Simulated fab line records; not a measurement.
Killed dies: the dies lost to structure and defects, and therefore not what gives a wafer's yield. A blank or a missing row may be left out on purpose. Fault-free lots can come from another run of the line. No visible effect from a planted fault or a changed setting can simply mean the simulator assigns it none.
fab line records | flow sky130
record lots=6 | wafers=18 | last-day=50
route steps=708 shown POLY_GATE@233 LDD_N@237 PAD_OPEN@708
lots with no fault: from the same line, run without faults
start-h: the number of hours between the record's first day and the start of the first shown wafer of the lot | wait-h: time in hours since the lot's previous step | " as in the row above | L1.1+2: one row covering several wafers at once | - value missing, or start not given | * or withheld: withheld | < > ~ a bound
route shown NAME@n: names a module that has steps shown in the file, with the first one's number in the route | usual: average and standard deviation across the fault-free wafers | same: alike in all rows | chamber/n: place in a boat | sites: readings site by site | _std_site: how widely they spread, as a standard deviation | _edge_site: the outer-site mean with the inner-site mean subtracted | radius-mm: how far each site lies from the wafer's centre | mask NAME#n: copy n | behind: the last tool/chamber to shape the wafer | hold: what put the lot on hold/how long, in hours/how the hold closed | device: the n, p or np transistor that did not switch | end of line: at the end of the route, the tests of the same wafers | a step without rows: its recipe alone | killed: at the first sort, the dies lost to defects and structure; wafer yield is something else | map: a wafer's dies, marking killed ones x, the rest . and places with no die _
set.NAME: the run value of the setting; set.NAME@STEP: its run value at that earlier step | model.NAME: the simulator's own value behind a step, which no gauge read
certain route steps with their lots: each step a table, each wafer a row
services: when a tool's chamber went out of use (start-h, in hours from the record's first day, below 0 if earlier), for how many hours, and the reason
## steps
# step SKY_POLY_GATE_CLEAN_19
# recipe chemistry=SC1/SC2 | mix=1:4:20 | temp-c=70 | time-s=150 | dry=n2-spin
# step SKY_POLY_GATE_OXIDATION_20
# recipe temp-c=850 | ambient=O2 | stabilise-s=600 | purge-s=300 | target-thk-a=40 | ox-time-s=899
# step SKY_POLY_GATE_THK_MEAS_21
# recipe reads=SiO2_of_POLY_GATE_OXIDATION_20
# usual POLY_GATE_OXIDATION_THK=4.01/0.085
lot.wafer | tool          | chamber | start-h | wait-h | POLY_GATE_OXIDATION_THK[nm]
L200.1    | film-metro-02 | -       | 415.63  | 0.0    | 4.15
L200.2    | "             | -       | "       | "      | 4.08
L200.6    | "             | -       | "       | "      | 4.10
L204.2    | film-metro-03 | -       | 450.61  | 0.0    | 3.94
L204.4    | "             | -       | "       | "      | 3.94
L204.6    | "             | -       | "       | "      | 3.96
L205.3    | film-metro-01 | -       | 461.78  | 0.0    | 4.07
L205.4    | "             | -       | "       | "      | 4.08
L205.6    | "             | -       | "       | "      | 4.06
L212.1    | film-metro-01 | -       | 520.82  | 0.0    | 4.13
L212.2    | "             | -       | "       | "      | 4.07
L212.6    | "             | -       | "       | "      | 4.17
L215.2    | film-metro-02 | -       | 544.35  | 0.0    | 4.05
L215.4    | "             | -       | "       | "      | 4.10
L215.6    | "             | -       | "       | "      | 3.96
L217.1    | film-metro-02 | -       | 560.29  | 0.0    | 3.94
L217.3    | "             | -       | "       | "      | 4.00
L217.5    | "             | -       | "       | "      | 4.06
# step SKY_POLY_GATE_CD_MEAS_22
# usual cd-nm=151.3/2.3
lot.wafer | tool      | chamber | start-h | wait-h | cd-nm
L200.1    | cd-sem-01 | -       | 415.69  | 0.1    | 152.0
L200.2    | "         | -       | "       | "      | 153.1
L200.6    | "         | -       | "       | "      | 153.1
L204.2    | cd-sem-02 | -       | 450.69  | 0.1    | 148.6
L204.4    | "         | -       | "       | "      | 152.2
L204.6    | "         | -       | "       | "      | 150.4
L205.3    | cd-sem-01 | -       | 461.89  | 0.1    | 151.1
L205.4    | "         | -       | "       | "      | 150.5
L205.6    | "         | -       | "       | "      | 147.1
L212.1    | cd-sem-02 | -       | 520.88  | 0.1    | 147.6
L212.2    | "         | -       | "       | "      | 148.3
L212.6    | "         | -       | "       | "      | 148.7
L215.2    | cd-sem-02 | -       | 544.43  | 0.1    | 153.2
L215.4    | "         | -       | "       | "      | 151.6
L215.6    | "         | -       | "       | "      | 153.8
L217.1    | cd-sem-01 | -       | 560.35  | 0.1    | 152.7
L217.3    | "         | -       | "       | "      | 150.6
L217.5    | "         | -       | "       | "      | 149.1
# step SKY_LDD_N_DEHYDRATE_00
# recipe temp-c=200 | time-s=60
# step SKY_LDD_N_HMDS_01
# recipe prime-time-s=60 | prime-temp-c=120
# step SKY_LDD_N_COAT_02
# recipe resist=NOVOLAK | spin-rpm=3000 | resist-thk-nm=300
# step SKY_LDD_N_SOFTBAKE_03
# recipe temp-c=90 | time-s=60 | resist=NOVOLAK
# step SKY_LDD_N_EXPOSE_04
# recipe mask-id=NTM | target-cd-nm=840 | na=0.6 | source-shape=conventional | sigma-outer=0.6 | dose-mj=110
# step SKY_LDD_N_PEB_05
# recipe temp-c=withheld | time-s=* | resist=NOVOLAK
# step SKY_LDD_N_DEVELOP_06
# recipe develop-time-s=58.72 | dev-temp-c=23
# step SKY_LDD_N_OVL_MEAS_07
# usual LDD_N_OVL=1.4/1.1
lot.wafer | tool       | chamber | start-h | wait-h | LDD_N_OVL[nm]
L200.1    | overlay-02 | -       | 446.53  | 0.1    | 0.5
L200.2    | "          | -       | "       | "      | 2.1
L200.6    | "          | -       | "       | "      | 0.9
L204.2    | overlay-02 | -       | 481.39  | 0.1    | 0.1
L204.4    | "          | -       | "       | "      | 0.6
L204.6    | "          | -       | "       | "      | 1.0
L205.3    | overlay-02 | -       | 493.34  | 0.1    | 5.0
L205.4    | "          | -       | "       | "      | 2.5
L205.6    | "          | -       | "       | "      | 2.2
L212.1    | overlay-02 | -       | 550.03  | 0.1    | 0.8
L212.2    | "          | -       | "       | "      | 0.8
L212.6    | "          | -       | "       | "      | 2.1
L215.2    | overlay-02 | -       | 574.64  | 0.1    | 0.6
L215.4    | "          | -       | "       | "      | 0.1
L215.6    | "          | -       | "       | "      | -0.3
L217.1    | overlay-02 | -       | 590.11  | 0.1    | 1.8
L217.3    | "          | -       | "       | "      | 1.5
L217.5    | "          | -       | "       | "      | 1.9
# step SKY_LDD_N_IMPLANT_08
# recipe species=As | energy-kev=20 | dose-cm2=7.5e+13 | tilt-deg=withheld | rotation-deg=23
# usual beam-energy-keV=19.998/0.0065
lot.wafer | tool         | chamber | start-h | wait-h | beam-energy-keV | model.implant.drp-nm
L200.1    | implanter-02 | 0       | 446.57  | 0.0    | 19.984          | 7.212
L200.2    | "            | 0       | "       | "      | 19.989          | 7.212
L200.6    | "            | 0       | "       | "      | 19.996          | 7.212
L204.2    | implanter-03 | 0       | 481.44  | 0.0    | 20.402          | 7.31
L204.4    | "            | 0       | "       | "      | 20.385          | 7.31
L204.6    | "            | 0       | "       | "      | 20.387          | 7.31
L205.3    | implanter-03 | 0       | 493.42  | 0.1    | 20.393          | 7.31
L205.4    | "            | 0       | "       | "      | 20.391          | 7.31
L205.6    | "            | 0       | "       | "      | 20.393          | 7.31
L212.1    | implanter-02 | 0       | 550.07  | 0.0    | 19.992          | 7.212
L212.2    | "            | 0       | "       | "      | 19.994          | 7.212
L212.6    | "            | 0       | "       | "      | 20.006          | 7.212
L215.2    | implanter-03 | 0       | 574.69  | 0.0    | 19.996          | 7.212
L215.4    | "            | 0       | "       | "      | 20.002          | 7.212
L215.6    | "            | 0       | "       | "      | 19.988          | 7.212
L217.1    | implanter-03 | 0       | 590.15  | 0.0    | 20.002          | 7.212
L217.3    | "            | 0       | "       | "      | 20.006          | 7.212
L217.5    | "            | 0       | "       | "      | 19.999          | 7.212
# step SKY_LDD_N_IMPLANT_09
# recipe species=As | energy-kev=20 | dose-cm2=7.5e+13 | tilt-deg=withheld | rotation-deg=113
# step SKY_PAD_OPEN_PROBE_99
# usual killed_at_M0_to_M3=44/6.3 | killed_at_M4_up=3.1/1.8 | killed-at-contacts=25/5.1 | killed-at-front-end=15/4.1 | killed-at-other=0.3/0.71 | killed-dies=87/8.8 | killed-open=47/6.8 | killed-short=40/6.7
# same gross-dies=492 | killed-at-back-side=0
lot.wafer | tool      | chamber | start-h | wait-h | killed_at_M0_to_M3 | killed_at_M4_up | killed-at-contacts | killed-at-front-end | killed-at-other | killed-dies | killed-open | killed-short
L204.2    | prober-01 | -       | 1128.92 | 0.1    | 30                 | 1               | 30                 | 20                  | 1               | 82          | 39          | 43
L204.4    | prober-01 | -       | 1129.02 | 0.2    | 35                 | 3               | 30                 | 15                  | 0               | 83          | 47          | 36
L204.6    | prober-01 | -       | 1129.12 | 0.2    | 43                 | 3               | 21                 | 15                  | 0               | 82          | 45          | 37
L205.3    | prober-01 | -       | 1136.75 | 0.2    | 40                 | 3               | 21                 | 24                  | 0               | 88          | 37          | 51
L205.4    | prober-01 | -       | 1136.80 | 0.2    | 48                 | 4               | 24                 | 17                  | 30              | 123         | 42          | 51
L205.6    | prober-01 | -       | 1136.90 | 0.2    | 49                 | 8               | 30                 | 15                  | 0               | 102         | 53          | 49
L212.1    | prober-01 | -       | 1170.08 | 0.1    | 41                 | 3               | 30                 | 12                  | 0               | 86          | 46          | 40
L212.2    | prober-01 | -       | 1170.13 | 0.1    | 48                 | 2               | 29                 | 15                  | 0               | 94          | 46          | 48
L212.6    | prober-01 | -       | 1170.33 | 0.2    | 39                 | 2               | 29                 | 11                  | 2               | 83          | 43          | 38
L215.2    | prober-02 | -       | 1186.10 | 0.1    | 37                 | 0               | 24                 | 20                  | 0               | 81          | 38          | 43
L215.4    | prober-02 | -       | 1186.20 | 0.2    | 36                 | 5               | 28                 | 23                  | 0               | 92          | 52          | 40
L215.6    | prober-02 | -       | 1186.30 | 0.2    | 42                 | 1               | 28                 | 14                  | 2               | 87          | 51          | 35
L217.1    | prober-02 | -       | 1194.44 | 0.1    | 41                 | 2               | 26                 | 14                  | 1               | 84          | 47          | 37
L217.3    | prober-02 | -       | 1194.54 | 0.2    | 41                 | 2               | 29                 | 14                  | 0               | 86          | 52          | 34
L217.5    | prober-02 | -       | 1194.64 | 0.2    | 47                 | 6               | 20                 | 15                  | 1               | 89          | 48          | 38
# killed by level:class
L204.2 VIA1:geometric-particle:open=10 CONTACT:geometric-particle:open=8 FIELD_ISO:geometric-particle:short=6 CONTACT:geometric-particle:short=6 LI_CONTACT:geometric-particle:open=5 LI_CONTACT:geometric-particle:short=5 LOCAL_INTERCONNECT:geometric-particle:short=5 SPACER:geometric-particle:short=4
L204.4 CONTACT:geometric-particle:open=10 VIA3:geometric-particle:open=7 LI_CONTACT:geometric-particle:open=7 VIA1:geometric-particle:open=7 METAL2:geometric-particle:short=7 FIELD_ISO:geometric-particle:short=5 FIELD_ISO:geometric-particle:open=5 CONTACT:geometric-particle:short=5
L204.6 VIA1:geometric-particle:open=10 VIA2:geometric-particle:open=8 LI_CONTACT:geometric-particle:open=6 VIA3:geometric-particle:open=6 FIELD_ISO:geometric-particle:short=5 POLY_GATE:geometric-particle:open=5 LOCAL_INTERCONNECT:geometric-particle:short=4 CONTACT:geometric-particle:open=4
L205.3 POLY_GATE:geometric-particle:short=8 METAL1:geometric-particle:short=8 VIA2:geometric-particle:open=8 LOCAL_INTERCONNECT:geometric-particle:short=6 CONTACT:geometric-particle:short=5 VIA1:geometric-particle:open=5 VIA1:geometric-particle:short=5 FIELD_ISO:geometric-particle:open=4
L205.4 PAD_OPEN:area-etch=30 VIA1:geometric-particle:open=9 FIELD_ISO:geometric-particle:open=6 LI_CONTACT:geometric-particle:short=6 CONTACT:geometric-particle:short=6 VIA2:geometric-particle:short=6 VIA3:geometric-particle:open=6 FIELD_ISO:geometric-particle:short=5
L205.6 CONTACT:geometric-particle:open=13 METAL2:geometric-particle:short=9 VIA1:geometric-particle:open=8 VIA2:geometric-particle:open=7 POLY_GATE:geometric-particle:open=6 LI_CONTACT:geometric-particle:open=6 CONTACT:geometric-particle:short=5 LOCAL_INTERCONNECT:geometric-particle:short=5
L212.1 CONTACT:geometric-particle:open=11 VIA2:geometric-particle:open=9 LI_CONTACT:geometric-particle:open=7 CONTACT:geometric-particle:short=6 METAL1:geometric-particle:short=6 VIA3:geometric-particle:short=5 VIA1:geometric-particle:open=5 METAL2:geometric-particle:short=5
L212.2 CONTACT:geometric-particle:open=9 VIA3:geometric-particle:open=9 LI_CONTACT:geometric-particle:open=8 METAL1:geometric-particle:short=8 LOCAL_INTERCONNECT:geometric-particle:short=7 VIA2:geometric-particle:open=6 VIA1:geometric-particle:short=6 METAL2:geometric-particle:short=6
L212.6 VIA3:geometric-particle:open=9 LI_CONTACT:geometric-particle:open=8 VIA2:geometric-particle:open=8 CONTACT:geometric-particle:open=8 METAL1:geometric-particle:short=8 CONTACT:geometric-particle:short=6 VIA1:geometric-particle:short=6 POLY_GATE:geometric-particle:short=5
L215.2 CONTACT:geometric-particle:open=8 POLY_GATE:geometric-particle:short=7 METAL2:geometric-particle:short=7 POLY_GATE:geometric-particle:open=6 LI_CONTACT:geometric-particle:short=6 VIA3:geometric-particle:open=5 VIA2:geometric-particle:open=5 LI_CONTACT:geometric-particle:open=4
L215.4 CONTACT:geometric-particle:open=13 POLY_GATE:geometric-particle:open=8 VIA1:geometric-particle:open=8 POLY_GATE:geometric-particle:short=7 LI_CONTACT:geometric-particle:open=7 VIA2:geometric-particle:open=5 VIA3:geometric-particle:short=4 METAL3:geometric-particle:short=4
L215.6 CONTACT:geometric-particle:open=13 LI_CONTACT:geometric-particle:open=9 VIA1:geometric-particle:open=9 VIA1:geometric-particle:short=6 VIA2:geometric-particle:open=6 VIA3:geometric-particle:open=5 METAL2:geometric-particle:short=5 FIELD_ISO:geometric-particle:short=4
L217.1 VIA1:geometric-particle:open=16 CONTACT:geometric-particle:open=15 VIA1:geometric-particle:short=6 FIELD_ISO:geometric-particle:short=5 POLY_GATE:geometric-particle:short=5 LOCAL_INTERCONNECT:geometric-particle:short=5 METAL2:geometric-particle:short=5 VIA3:geometric-particle:open=4
L217.3 LI_CONTACT:geometric-particle:open=11 CONTACT:geometric-particle:open=10 VIA1:geometric-particle:open=10 METAL1:geometric-particle:short=8 VIA2:geometric-particle:open=8 FIELD_ISO:geometric-particle:short=5 VIA1:geometric-particle:short=5 POLY_GATE:geometric-particle:open=4
L217.5 VIA1:geometric-particle:open=14 LI_CONTACT:geometric-particle:open=8 CONTACT:geometric-particle:open=7 METAL1:geometric-particle:short=7 VIA2:geometric-particle:open=5 VIA2:geometric-particle:short=5 VIA3:geometric-particle:open=5 FIELD_ISO:geometric-particle:open=4
## services
tool         | chamber | start-h | hours | kind
implanter-03 | -       | 487.70  | 1.9   | repair
implanter-03 | -       | 531.29  | 3.1   | pm
implanter-03 | -       | 541.70  | 2.8   | pm
implanter-02 | -       | 557.03  | 3.9   | pm
implanter-03 | -       | 582.88  | 0.8   | repair
implanter-02 | -       | 584.37  | 3.1   | repair
## key
first-sign step=SKY_LDD_N_IMPLANT_08 | reading=beam-energy-keV | direction=up | sigmas=60 | usual=* | struck=*
effect none on later readings
model-effect step=SKY_LDD_N_IMPLANT_08 | value=implant.drp-nm | without=7.212 | struck=7.31
met-at SKY_LDD_N_IMPLANT_08
struck-wafers L204.2,L204.4,L204.6,L205.3,L205.4,L205.6
tester-left-out L204,L205
baseline-loss step=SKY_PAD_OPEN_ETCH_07 | wafers=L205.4
fault kind=process-parameter-drift | tool=implanter-03 | chamber=- | onset-h=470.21 | steps=SKY_LDD_N_IMPLANT_08 | channel=energy-kev | offset=* | shape=step | end-h=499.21 | acts-in=* | stated=*
# tester-left-out: of these lots the tester's yield and bins aren't shown, on N5 and GAA mostly nor the transistor test; their killed dies are dies lost to structure and defects alone, not to doping, threshold or leakage, so they don't give the yield
# baseline-loss: these wafers lose ten dies or more at that step, a loss of the line's own and not of a fault; the sort's usual values leave them out
